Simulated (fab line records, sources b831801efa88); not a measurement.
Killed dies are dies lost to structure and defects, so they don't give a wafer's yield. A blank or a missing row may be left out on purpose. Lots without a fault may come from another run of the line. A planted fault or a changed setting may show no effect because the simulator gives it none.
Chamber matching | flow sfq_line | SFQ_TRILAYER_I4_CMP_CMP_100 on cmp-02: 4 sister chambers
The step polishes SiO2. 4 wafers are shown with their chamber, then 8 later ones without.

WAFERS WITH THEIR CHAMBER
wafer  | chamber | motor_current_A (A)
L690.4 | 3       | 11.8
L694.6 | 1       | 9.7
L695.2 | 0       | 9.7
L696.1 | 2       | 8.4

WAFERS WITHOUT THEIR CHAMBER
wafer  | motor_current_A (A)
L696.4 | 11.8
L696.6 | 9.2
L698.2 | 8.2
L698.3 | 10.0
L698.5 | 8.5
L700.4 | 10.1
L700.2 | 8.5
L700.6 | 11.6

WHICH CHAMBER EACH WENT THROUGH
wafer  | from the rows above          | in truth
L696.4 | 3                            | 3
L696.6 | can't be placed: 0 or 1 or 2 | 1
L698.2 | 2                            | 2
L698.3 | can't be placed: 0 or 1      | 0
L698.5 | 2                            | 2
L700.4 | can't be placed: 0 or 1      | 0
L700.2 | 2                            | 2
L700.6 | 3                            | 3
Placed correctly: 5 of 8. Can't be placed from these rows: 3 (the true chamber is among the candidates in 3). Placed wrongly: 0.
How it was worked out, from the rows above alone: a wafer's distance from a chamber is the root of the sum, over the readings, of the square of ((its reading less the chamber's mean) divided by the reading's scatter). The wafer belongs to the nearest chamber; if the next one is less than 2 further off, it can't be placed. A chamber's mean is the mean of its shown wafers. The scatter: with one shown wafer a chamber, the root of the mean of the squares of how far each hidden wafer lies from its nearest shown one.
